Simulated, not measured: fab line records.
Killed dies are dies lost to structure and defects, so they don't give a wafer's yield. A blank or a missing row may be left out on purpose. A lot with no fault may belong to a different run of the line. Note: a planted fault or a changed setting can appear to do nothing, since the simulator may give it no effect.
fab line records	flow sky130
record: lots: 6	wafers: 18	last_day: 50
route steps=708 shown GATE_OXIDE@196 POLY_GATE@204 RES_PROTECT@206 PAD_OPEN@708
lots with no fault: from the same line, run without faults
start_h: hours from the record's opening day to when the first of the lot's shown wafers began	wait_h: hours since the lot's step before	" the same as in the row above	L1.1+2: a row that stands for several wafers	- no value, or no start given	* or withheld: withheld	< > ~ a bound
route shown NAME@n: NAME is a module with steps in the file, n the number in the route of the first one	usual: the fault-free wafers' mean and standard deviation	same: alike in all rows	chamber/n: place in a boat	sites: per-site readings	_std_site: the standard deviation of these	_edge_site: inner sites' mean taken away from outer sites' mean	radius_mm: how far each site lies from the wafer's centre	mask NAME#n: copy n	behind: the tool/chamber that last shaped the wafer	hold: what put the lot on hold/how long, in hours/how the hold closed	device: which transistor (n, p or np) failed to switch	end of line: at the end of the route, the tests of the same wafers	where a step has no rows: the recipe by itself	killed: not the wafer's yield, but the dies lost to structure and defects at the first sort	map: dies across one wafer; x = killed, . = not, _ = none there
set.NAME: the setting that was run; set.NAME@STEP: the one run at that earlier step	model.NAME: the simulator's own value behind a step, which no gauge read
a table for each step, a row for each wafer; lots at some steps of the route
services: when a tool's chamber went out of use (start_h, in hours from the record's first day, below 0 if earlier), for how many hours, and the reason
== steps ==
step: SKY_GATE_OXIDE_DEVELOP_09
recipe: resist: NOVOLAK	developer: TMAH	develop_time_s: 60	dev_temp_c: 23
step: SKY_GATE_OXIDE_OVL_MEAS_10
usual: GATE_OXIDE_OVL: 0.5/1.5
lot.wafer	tool	chamber	start_h	wait_h	GATE_OXIDE_OVL[nm]
L287.2	overlay-02	-	314.73	0.1	1.9
L287.3	"	-	"	"	0.6
L287.6	"	-	"	"	0.4
L288.2	overlay-02	-	327.84	0.1	0.1
L288.5	"	-	"	"	-0.1
L288.6	"	-	"	"	-1.0
L295.1	overlay-01	-	379.72	0.1	0.8
L295.2	"	-	"	"	-0.3
L295.5	"	-	"	"	-2.3
L298.1	overlay-01	-	412.41	0.1	0.6
L298.4	"	-	"	"	1.5
L298.5	"	-	"	"	1.9
L308.1	overlay-02	-	495.42	0.1	1.1
L308.3	"	-	"	"	1.0
L308.4	"	-	"	"	-0.5
L309.1	overlay-01	-	517.54	0.1	-0.5
L309.2	"	-	"	"	-0.7
L309.6	"	-	"	"	-2.6
step: SKY_GATE_OXIDE_IMPLANT_11
recipe: species: B	energy_kev: 10	dose_cm2: 2.6e+12	tilt_deg: withheld
step: SKY_GATE_OXIDE_WET_ETCH_12
recipe: chemistry: dHF	target_depth_nm: 16.8	dry: n2_spin	target: SiO2	dilution: 100:1	temp_c: 25	time_s: 336
step: SKY_GATE_OXIDE_STRIP_13
recipe: chemistry: O2/N2	power_w: 1400	pressure_mtorr: 1500	platen_temp_c: withheld	o2_flow_sccm: 3000	n2_flow_sccm: 300	overash_fraction: 0.5
usual: drypump_motor_current_A: 5.4/0.35	o2_flow_sccm: 3000/9.5	oes_product_au: 0.715/0.0048	strip_time_to_endpoint_s: 14.17/0.047
lot.wafer	tool	chamber	start_h	wait_h	drypump_motor_current_A	o2_flow_sccm	oes_product_au	rf_hours_counter_h	strip_time_to_endpoint_s
L287.2	plasma_asher-01	1	315.01	0.0	5.9	3001	0.713	19	14.19
L287.3	"	0	"	"	6.1	2989	0.714	-	14.24
L287.6	"	1	"	"	5.9	3009	0.708	-	14.24
L288.2	plasma_asher-04	1	328.13	0.0	5.0	3016	0.719	51	14.17
L288.5	"	0	"	"	5.4	2988	0.711	-	14.16
L288.6	"	1	"	"	4.9	3006	0.714	-	14.18
L295.1	plasma_asher-01	1	380.02	0.0	5.9	3018	0.716	25	14.28
L295.2	"	0	"	"	6.1	3002	0.710	25	14.26
L295.5	"	0	"	"	6.1	3000	0.720	-	14.28
L298.1	plasma_asher-04	0	412.70	0.0	5.4	3023	0.722	59	14.21
L298.4	"	1	"	"	5.0	2999	0.714	-	14.12
L298.5	"	0	"	"	5.4	3012	0.709	-	14.18
L308.1	plasma_asher-02	0	495.71	0.0	5.3	2997	0.717	81	14.21
L308.3	"	0	"	"	5.3	2992	0.719	-	14.26
L308.4	"	1	"	"	5.4	2994	0.714	-	14.21
L309.1	plasma_asher-04	0	517.82	0.0	5.4	3000	0.714	70	14.14
L309.2	"	1	"	"	5.0	2998	0.720	70	14.15
L309.6	"	0	"	"	5.4	2999	0.719	-	14.15
step: SKY_GATE_OXIDE_TW_MEAS_14
usual: GATE_OXIDE_TW: 221.9/2
lot.wafer	tool	chamber	start_h	wait_h	GATE_OXIDE_TW
L287.2	film_metro-01	-	315.12	0.1	224.2
L287.3	"	-	"	"	224.4
L287.6	"	-	"	"	224.2
L288.2	film_metro-01	-	328.24	0.1	224.2
L288.5	"	-	"	"	224.6
L288.6	"	-	"	"	225.5
L295.1	film_metro-01	-	380.12	0.1	221.8
L295.2	"	-	"	"	223.8
L295.5	"	-	"	"	221.9
L298.1	film_metro-01	-	412.80	0.1	223.9
L298.4	"	-	"	"	223.4
L298.5	"	-	"	"	224.6
L308.1	film_metro-02	-	495.81	0.1	219.3
L308.3	"	-	"	"	219.4
L308.4	"	-	"	"	220.9
L309.1	film_metro-01	-	517.92	0.1	223.2
L309.2	"	-	"	"	223.7
L309.6	"	-	"	"	223.2
step: SKY_GATE_OXIDE_CLEAN_15
recipe: chemistry: SC1/SC2	mix: 1:4:20	temp_c: 70	time_s: 150	dry: n2_spin
step: SKY_GATE_OXIDE_OXIDATION_16
recipe: temp_c: 800	ambient: O2	idle_temp_c: 700	ramp_up_c_per_min: 10	ramp_down_c_per_min: 3	stabilise_s: 600	purge_s: 300	target_thk_a: 35.7	ox_time_s: 1915
step: SKY_POLY_GATE_CVD_00
recipe: material: poly-Si	target_thk_nm: 180	temp_c: 620	time_s: 720	pressure_mtorr: 200
step: SKY_POLY_GATE_THK_MEAS_01
recipe: reads: poly-Si_of_POLY_GATE_CVD_00
usual: POLY_GATE_CVD_00_THK: 180.3/1.8
lot.wafer	tool	chamber	start_h	wait_h	POLY_GATE_CVD_00_THK[nm]
L287.2	film_metro-01	-	319.12	0.0	182.3
L287.3	"	-	"	"	181.8
L287.6	"	-	"	"	182.8
L288.2	film_metro-04	-	331.08	0.0	183.8
L288.5	"	-	"	"	183.7
L288.6	"	-	"	"	182.9
L295.1	film_metro-04	-	383.99	0.0	178.9
L295.2	"	-	"	"	179.3
L295.5	"	-	"	"	178.1
L298.1	film_metro-01	-	417.57	0.0	176.2
L298.4	"	-	"	"	178.7
L298.5	"	-	"	"	177.6
L308.1	film_metro-04	-	498.65	0.0	176.8
L308.3	"	-	"	"	178.1
L308.4	"	-	"	"	177.3
L309.1	film_metro-01	-	520.77	0.0	178.4
L309.2	"	-	"	"	177.6
L309.6	"	-	"	"	177.2
step: SKY_RES_PROTECT_DEHYDRATE_00
recipe: temp_c: 200	time_s: 60
step: SKY_RES_PROTECT_HMDS_01
recipe: prime_time_s: 60	prime_temp_c: 120
step: SKY_RES_PROTECT_COAT_02
recipe: resist: NOVOLAK	spin_rpm: 3000	resist_thk_nm: 1140
usual: spin_speed_rpm: 3000.0/2.2
lot.wafer	tool	chamber	start_h	wait_h	spin_speed_rpm	model.NOVOLAK_of_RES_PROTECT_COAT_02.thk_nm
L287.2	litho_track-03	0	332.28	0.1	3001.8	1146
L287.3	"	0	"	"	2998.1	1138
L287.6	"	0	"	"	2999.3	1147
L288.2	litho_track-01	0	344.61	0.1	3006.3	1147
L288.5	"	0	"	"	3000.9	1144
L288.6	"	0	"	"	2999.1	1145
L295.1	litho_track-04	0	397.87	0.1	2999.3	1139
L295.2	"	0	"	"	2998.9	1142
L295.5	"	0	"	"	2999.4	1142
L298.1	litho_track-04	0	432.92	0.1	3002.8	1133
L298.4	"	0	"	"	2999.0	1136
L298.5	"	0	"	"	3000.9	1136
L308.1	litho_track-04	0	513.32	0.1	2949.5	1147
L308.3	"	0	"	"	2949.6	1152
L308.4	"	0	"	"	2950.7	1149
L309.1	litho_track-04	0	535.52	0.1	2950.6	1149
L309.2	"	0	"	"	2948.3	1151
L309.6	"	0	"	"	2951.2	1149
step: SKY_RES_PROTECT_SOFTBAKE_03
recipe: temp_c: 90	time_s: 60	resist: NOVOLAK
step: SKY_RES_PROTECT_EXPOSE_04
recipe: mask_id: RPM	na: 0.6	source_shape: conventional	sigma_outer: 0.6	polarization: unpolarized	target_cd_nm: 1270	dose_mj: 131
step: SKY_RES_PROTECT_PEB_05
recipe: temp_c: withheld	time_s: *	resist: NOVOLAK
step: SKY_RES_PROTECT_DEVELOP_06
recipe: resist: NOVOLAK	developer: TMAH	develop_time_s: 60	dev_temp_c: 23
lot.wafer	tool	chamber	start_h	wait_h	model.NOVOLAK_of_RES_PROTECT_COAT_02.thk_nm
L287.2+6	litho_track-01	0	346.16	0.1	1146
L287.3	"	0	"	"	1137
L288.2	litho_track-04	0	358.25	0.1	1147
L288.5+6	"	0	"	"	1144
L295.1	litho_track-03	0	412.86	0.1	1139
L295.2+5	"	0	"	"	1141
L298.1	litho_track-04	0	447.87	0.1	1133
L298.4+5	"	0	"	"	1136
L308.1	litho_track-03	0	529.01	0.1	1147
L308.3	"	0	"	"	1152
L308.4	"	0	"	"	1149
L309.1+6	litho_track-01	0	550.03	0.1	1149
L309.2	"	0	"	"	1151
step: SKY_POLY_GATE_IMPLANT_02
recipe: species: P	energy_kev: 30	dose_cm2: 7.7e+15	tilt_deg: 0
step: SKY_PAD_OPEN_PROBE_99
usual: killed_at_M0_to_M3: 43/7.2	killed_at_M4_up: 3.0/1.7	killed_at_contacts: 24/5.3	killed_at_front_end: 15/4.6	killed_at_other: 0.3/0.5	killed_dies: 85/10	killed_on_rim: 17/3.8	killed_open: 46/7.2	killed_short: 39/6.4
same: gross_dies: 492	killed_at_back_side: 0
lot.wafer	tool	chamber	start_h	wait_h	killed_at_M0_to_M3	killed_at_M4_up	killed_at_contacts	killed_at_front_end	killed_at_other	killed_dies	killed_on_rim	killed_open	killed_short
L287.2	prober-01	-	1083.80	0.1	39	6	26	9	1	81	13	39	42
L287.3	prober-01	-	1083.85	0.2	39	2	21	12	0	74	10	40	34
L287.6	prober-01	-	1084.00	0.2	52	1	21	11	0	85	12	48	37
L288.2	prober-02	-	1094.66	0.1	38	1	32	21	0	92	20	45	47
L288.5	prober-02	-	1094.81	0.2	41	1	25	12	0	79	14	40	39
L288.6	prober-02	-	1094.86	0.2	49	1	29	16	0	95	25	60	35
L295.1	prober-01	-	1127.96	0.1	45	1	27	15	1	89	16	50	39
L295.2	prober-01	-	1128.01	0.1	44	6	31	15	0	96	22	59	37
L295.5	prober-01	-	1128.16	0.2	39	2	23	16	0	80	14	49	31
L298.1	prober-02	-	1147.21	0.1	38	1	27	15	0	81	13	43	38
L298.4	prober-02	-	1147.36	0.2	42	5	30	11	0	88	17	57	31
L298.5	prober-02	-	1147.41	0.2	47	1	33	17	1	99	20	55	44
L308.1	prober-02	-	1193.45	0.1	38	2	23	9	0	72	13	33	39
L308.3	prober-02	-	1193.55	0.2	32	3	29	10	0	74	15	37	37
L308.4	prober-02	-	1193.60	0.2	49	1	13	6	0	69	12	37	32
L309.1	prober-01	-	1207.35	0.1	40	4	32	14	0	90	18	57	33
L309.2	prober-01	-	1207.40	0.1	35	0	27	17	1	80	16	51	29
L309.6	prober-01	-	1207.60	0.2	46	4	27	10	0	87	18	43	44
killed by level:class
L287.2 METAL4:geometric_particle:short=6 CONTACT:geometric_particle:open=6 VIA1:geometric_particle:open=6 VIA2:geometric_particle:open=6 LI_CONTACT:geometric_particle:open=5 LI_CONTACT:geometric_particle:short=5 METAL1:geometric_particle:short=5 VIA3:geometric_particle:open=5
L287.3 VIA3:geometric_particle:open=8 VIA2:geometric_particle:open=6 LI_CONTACT:geometric_particle:open=5 VIA1:geometric_particle:open=5 METAL1:geometric_particle:short=5 VIA3:geometric_particle:short=5 LOCAL_INTERCONNECT:geometric_particle:short=4 CONTACT:geometric_particle:open=4
L287.6 VIA2:geometric_particle:open=10 VIA3:geometric_particle:open=9 VIA1:geometric_particle:open=9 METAL1:geometric_particle:short=7 METAL2:geometric_particle:short=5 CONTACT:geometric_particle:open=5 CONTACT:geometric_particle:short=5 LI_CONTACT:geometric_particle:open=4
L288.2 CONTACT:geometric_particle:open=12 VIA1:geometric_particle:open=12 CONTACT:geometric_particle:short=8 METAL1:geometric_particle:short=8 FIELD_ISO:geometric_particle:open=6 FIELD_ISO:geometric_particle:short=6 LI_CONTACT:geometric_particle:open=6 METAL2:geometric_particle:short=5
L288.5 CONTACT:geometric_particle:open=12 METAL2:geometric_particle:short=9 LOCAL_INTERCONNECT:geometric_particle:short=5 METAL1:geometric_particle:short=5 VIA3:geometric_particle:open=5 CONTACT:geometric_particle:short=4 VIA1:geometric_particle:short=4 VIA2:geometric_particle:open=4
L288.6 CONTACT:geometric_particle:open=14 VIA1:geometric_particle:open=12 VIA3:geometric_particle:open=9 LI_CONTACT:geometric_particle:open=7 VIA2:geometric_particle:open=6 METAL1:geometric_particle:short=5 VIA1:geometric_particle:short=5 FIELD_ISO:geometric_particle:open=4
L295.1 CONTACT:geometric_particle:open=9 VIA1:geometric_particle:open=9 VIA2:geometric_particle:open=9 LI_CONTACT:geometric_particle:open=8 METAL2:geometric_particle:short=7 CONTACT:geometric_particle:short=5 VIA1:geometric_particle:short=5 POLY_GATE:geometric_particle:short=4
L295.2 VIA1:geometric_particle:open=12 LI_CONTACT:geometric_particle:open=12 CONTACT:geometric_particle:open=10 METAL1:geometric_particle:short=7 VIA2:geometric_particle:open=7 METAL4:geometric_particle:short=5 FIELD_ISO:geometric_particle:open=4 POLY_GATE:geometric_particle:open=4
L295.5 CONTACT:geometric_particle:open=10 VIA1:geometric_particle:open=9 VIA1:geometric_particle:short=8 LI_CONTACT:geometric_particle:open=7 VIA3:geometric_particle:open=5 FIELD_ISO:geometric_particle:open=4 METAL1:geometric_particle:short=4 VIA2:geometric_particle:open=4
L298.1 CONTACT:geometric_particle:open=15 METAL1:geometric_particle:short=8 VIA1:geometric_particle:open=7 POLY_GATE:geometric_particle:short=6 VIA3:geometric_particle:open=5 CONTACT:geometric_particle:short=5 METAL2:geometric_particle:open=4 VIA2:geometric_particle:short=4
L298.4 CONTACT:geometric_particle:open=14 VIA1:geometric_particle:open=12 LI_CONTACT:geometric_particle:open=8 VIA3:geometric_particle:open=8 VIA1:geometric_particle:short=6 POLY_GATE:geometric_particle:open=4 VIA2:geometric_particle:open=4 METAL2:geometric_particle:short=4
L298.5 CONTACT:geometric_particle:open=13 VIA1:geometric_particle:open=10 CONTACT:geometric_particle:short=8 VIA2:geometric_particle:open=7 LI_CONTACT:geometric_particle:open=6 VIA2:geometric_particle:short=6 LOCAL_INTERCONNECT:geometric_particle:short=5 FIELD_ISO:geometric_particle:open=4
L308.1 LI_CONTACT:geometric_particle:open=8 VIA2:geometric_particle:open=6 METAL3:geometric_particle:short=6 VIA1:geometric_particle:open=5 LOCAL_INTERCONNECT:geometric_particle:short=5 CONTACT:geometric_particle:open=5 VIA1:geometric_particle:short=5 METAL1:geometric_particle:short=4
L308.3 LI_CONTACT:geometric_particle:open=11 METAL2:geometric_particle:short=10 CONTACT:geometric_particle:open=6 LI_CONTACT:geometric_particle:short=4 VIA1:geometric_particle:open=4 VIA3:geometric_particle:open=4 FIELD_ISO:geometric_particle:short=3 POLY_GATE:geometric_particle:open=3
L308.4 VIA1:geometric_particle:open=15 VIA2:geometric_particle:open=6 METAL2:geometric_particle:short=6 VIA2:geometric_particle:short=5 VIA3:geometric_particle:open=5 CONTACT:geometric_particle:open=4 VIA3:geometric_particle:short=4 LOCAL_INTERCONNECT:geometric_particle:short=3
L309.1 CONTACT:geometric_particle:open=14 VIA1:geometric_particle:open=10 LI_CONTACT:geometric_particle:open=10 VIA2:geometric_particle:open=9 METAL1:geometric_particle:short=6 CONTACT:geometric_particle:short=5 VIA3:geometric_particle:open=5 FIELD_ISO:geometric_particle:open=4
L309.2 VIA1:geometric_particle:open=13 CONTACT:geometric_particle:open=9 LI_CONTACT:geometric_particle:open=8 POLY_GATE:geometric_particle:open=6 VIA2:geometric_particle:open=6 CONTACT:geometric_particle:short=5 VIA1:geometric_particle:short=4 FIELD_ISO:geometric_particle:open=3
L309.6 CONTACT:geometric_particle:open=8 METAL1:geometric_particle:short=8 LI_CONTACT:geometric_particle:open=6 METAL2:geometric_particle:short=6 CONTACT:geometric_particle:short=5 METAL1:geometric_particle:open=5 VIA3:geometric_particle:open=5 LI_CONTACT:geometric_particle:short=4
== services ==
tool	chamber	start_h	hours	kind
plasma_asher-01	-	317.86	0.7	repair
plasma_asher-04	-	319.39	3.2	repair
plasma_asher-04	-	392.91	1.9	repair
plasma_asher-01	-	399.86	0.5	repair
plasma_asher-04	-	415.36	4.1	repair
plasma_asher-02	-	427.39	11.1	repair
== key ==
first_sign: step: SKY_RES_PROTECT_COAT_02	reading: spin_speed_rpm	direction: down	sigmas: 22	usual: 3000.0	struck: 2950.0
effect none on later readings
model_effect: step: SKY_RES_PROTECT_COAT_02	value: NOVOLAK_of_RES_PROTECT_COAT_02.thk_nm	without: 1140	struck: 1150
model_effect: step: SKY_RES_PROTECT_DEVELOP_06	value: NOVOLAK_of_RES_PROTECT_COAT_02.thk_nm	without: 1140	struck: 1149
met_at SKY_RES_PROTECT_COAT_02
struck_wafers L308.1,L308.3,L308.4,L309.1,L309.2,L309.6
tester_left_out L308,L309
onset_between 432.92 513.32
fault: kind: process_parameter_drift	tool: litho_track-04	chamber: -	onset_h: 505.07	steps: SKY_RES_PROTECT_COAT_02	channel: spin_rpm	offset: -50.034	shape: step	end_h: 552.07	acts_in: these_recipes_only	stated: 3000
tester_left_out: of these lots the tester's yield and bins aren't shown, on N5 and GAA mostly nor the transistor test; their killed dies are dies lost to structure and defects alone, not to doping, threshold or leakage, so they don't give the yield
